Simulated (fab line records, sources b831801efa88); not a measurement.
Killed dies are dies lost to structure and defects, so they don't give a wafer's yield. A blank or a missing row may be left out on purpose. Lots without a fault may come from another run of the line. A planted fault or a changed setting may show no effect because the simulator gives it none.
Which tool did it? | flow sfq_line | 15 lots, 45 wafers sampled, at 3 steps of a route of 325

WHAT THE GAUGES READ, wafer by wafer
The record holds no reading of a measuring or inspecting step that can be judged against a usual standard deviation.

WHICH TOOL RAN EACH LOT (tool, then ch and the chambers of the sampled wafers, then the start)
lot  | SFQ_TRILAYER_I3_CMP_CMP_082   | SFQ_TRILAYER_I3_METRO_MEASURE_083 | SFQ_TRILAYER_I3_VIA_ETCH_VIA_ETCH_088
L195 | cmp-01 ch 0,2,3, day 28 09:55 | film_metro-02, day 28 12:02       | rie_diel-04 ch 0,3, day 32 13:03
L196 | cmp-01 ch 1,2,3, day 28 20:55 | film_metro-03, day 29 00:14       | rie_diel-03 ch 1,2,3, day 32 22:39
L197 | cmp-01 ch 0,2,3, day 29 11:19 | film_metro-04, day 29 13:26       | rie_diel-03 ch 0,1,2, day 33 12:57
L198 | cmp-02 ch 0,1, day 30 05:17   | film_metro-02, day 30 09:00       | rie_diel-04 ch 0,2,3, day 33 23:48
L201 | cmp-02 ch 0,2,3, day 31 11:17 | film_metro-03, day 31 14:24       | rie_diel-04 ch 1,2,3, day 34 21:21
L202 | cmp-01 ch 1,2,3, day 31 20:19 | film_metro-03, day 31 22:50       | rie_diel-01 ch 2,3, day 35 04:33
L203 | cmp-01 ch 0,1,2, day 32 12:34 | film_metro-02, day 32 15:17       | rie_diel-04 ch 1,2,3, day 35 19:42
L204 | cmp-01 ch 0,1,2, day 32 14:34 | film_metro-04, day 32 17:41       | rie_diel-03 ch 0,1,2, day 35 22:06
L205 | cmp-01 ch 0,1,3, day 32 21:04 | film_metro-04, day 32 23:41       | rie_diel-03 ch 0,1,2, day 36 04:06
L206 | cmp-01 ch 1,2,3, day 33 02:34 | film_metro-03, day 33 05:41       | rie_diel-01 ch 0,1,3, day 36 08:54
L208 | cmp-02 ch 1,3, day 34 03:47   | film_metro-03, day 34 06:24       | rie_diel-03 ch 0,2,3, day 37 07:42
L210 | cmp-01 ch 0,2,3, day 34 16:09 | film_metro-03, day 34 18:16       | rie_diel-04 ch 0,1,3, day 37 20:54
L213 | cmp-02 ch 0,1,3, day 35 22:31 | film_metro-02, day 36 00:50       | rie_diel-04 ch 0,3, day 39 02:54
L215 | cmp-02 ch 2,3, day 36 09:31   | film_metro-03, day 36 12:38       | rie_diel-01 ch 1,2, day 39 13:42
L217 | cmp-01 ch 1,2,3, day 36 23:53 | film_metro-04, day 37 02:00       | rie_diel-03 ch 0,3, day 40 06:18
- SFQ_TRILAYER_I3_CMP_CMP_082: polishes SiO2.
- SFQ_TRILAYER_I3_METRO_MEASURE_083
- SFQ_TRILAYER_I3_VIA_ETCH_VIA_ETCH_088: etches SiO2 in CHF3, stops on Nb, target depth 260 nm.

WHAT THE TOOLS THEMSELVES READ (means of the sampled wafers that have a number; where no wafer has one, the mark that the record gives instead)
SFQ_TRILAYER_I3_CMP_CMP_082. Usual: motor_current_A 10.0 A, standard deviation 0.53; platen_rpm 60.01 rpm, standard deviation 0.037; time_to_endpoint_s 217 s, standard deviation 9.3.
lot  | tool   | motor_current_A (A) | platen_rpm (rpm) | time_to_endpoint_s (s) | flag
L195 | cmp-01 | 10.3                | 60.00            | 222                    |
L196 | cmp-01 | 10.6                | 60.01            | 210                    |
L197 | cmp-01 | 10.5                | 60.05            | 215                    |
L198 | cmp-02 | 9.4                 | 60.05            | 224                    |
L201 | cmp-02 | 9.5                 | 60.00            | 216                    |
L202 | cmp-01 | 10.5                | 60.01            | 211                    |
L203 | cmp-01 | 10.5                | 60.00            | 215                    |
L204 | cmp-01 | 10.5                | 60.00            | 215                    |
L205 | cmp-01 | 10.3                | 59.99            | 233                    |
L206 | cmp-01 | 10.4                | 60.00            | 229                    |
L208 | cmp-02 | 9.8                 | 60.00            | 216                    |
L210 | cmp-01 | 10.0                | 60.01            | 229                    |
L213 | cmp-02 | 9.6                 | 59.99            | 219                    |
L215 | cmp-02 | 9.7                 | 60.02            | 213                    |
L217 | cmp-01 | 10.6                | 59.99            | 210                    |

SFQ_TRILAYER_I3_METRO_MEASURE_083. Usual: thk_nm 200.2 nm, standard deviation 1.5.
lot  | tool          | thk_nm (nm) | flag
L195 | film_metro-02 | 200.6       |
L196 | film_metro-03 | 199.3       |
L197 | film_metro-04 | 199.8       |
L198 | film_metro-02 | 202.6       |
L201 | film_metro-03 | 198.8       |
L202 | film_metro-03 | 199.9       |
L203 | film_metro-02 | 201.9       |
L204 | film_metro-04 | 200.8       |
L205 | film_metro-04 | 180.4       | OFF
L206 | film_metro-03 | 179.0       | OFF
L208 | film_metro-03 | 200.9       |
L210 | film_metro-03 | 181.2       | OFF
L213 | film_metro-02 | 200.7       |
L215 | film_metro-03 | 199.7       |
L217 | film_metro-04 | 199.0       |

SFQ_TRILAYER_I3_VIA_ETCH_VIA_ETCH_088. Usual: bias_w 80.01 W, standard deviation 0.24; drypump_motor_current_A 5.7 A, standard deviation 0.44; oes_product_au 0.855 a.u., standard deviation 0.0059.
lot  | tool        | bias_w (W) | drypump_motor_current_A (A) | oes_product_au (a.u.) | flag
L195 | rie_diel-04 | 79.91      | 5.4                         | 0.858                 |
L196 | rie_diel-03 | 79.88      | 5.7                         | 0.853                 |
L197 | rie_diel-03 | 80.01      | 5.3                         | 0.857                 |
L198 | rie_diel-04 | 80.10      | 5.7                         | 0.857                 |
L201 | rie_diel-04 | 80.00      | 6.0                         | 0.848                 |
L202 | rie_diel-01 | 80.09      | 5.9                         | 0.852                 |
L203 | rie_diel-04 | 80.04      | 6.0                         | 0.857                 |
L204 | rie_diel-03 | 80.02      | 5.3                         | 0.853                 |
L205 | rie_diel-03 | 80.08      | 5.3                         | 0.809                 | OFF
L206 | rie_diel-01 | 79.98      | 5.9                         | 0.806                 | OFF
L208 | rie_diel-03 | 80.21      | 5.4                         | 0.859                 |
L210 | rie_diel-04 | 79.87      | 5.9                         | 0.810                 | OFF
L213 | rie_diel-04 | 80.39      | 5.4                         | 0.855                 |
L215 | rie_diel-01 | 79.74      | 5.8                         | 0.854                 |
L217 | rie_diel-03 | 79.83      | 5.5                         | 0.852                 |

THE ANSWER, worked out from the rows above alone
Rule: a lot is off if the mean of its wafers that have a number lies more than 3 standard deviations from the usual mean. A lot without any number at a reading at which 4 lots or more have one is off too. The other lots that the step has rows for count as sound. The gauges are gone through in route order, then the tools' own readings, and for those a lot's mean is taken as printed above. The first step at which some lot is off is used, and at that step the reading that is off furthest; a lot without a number counts as furthest.
Off: L205, L206, L210, at SFQ_TRILAYER_I3_METRO_MEASURE_083 (thk_nm).
A tool fits if, at that step or a process step before it, it ran every lot that is off, and no sound lot after the first of them. None of those tried fits.

WHAT THE SIMULATOR HAD PUT IN
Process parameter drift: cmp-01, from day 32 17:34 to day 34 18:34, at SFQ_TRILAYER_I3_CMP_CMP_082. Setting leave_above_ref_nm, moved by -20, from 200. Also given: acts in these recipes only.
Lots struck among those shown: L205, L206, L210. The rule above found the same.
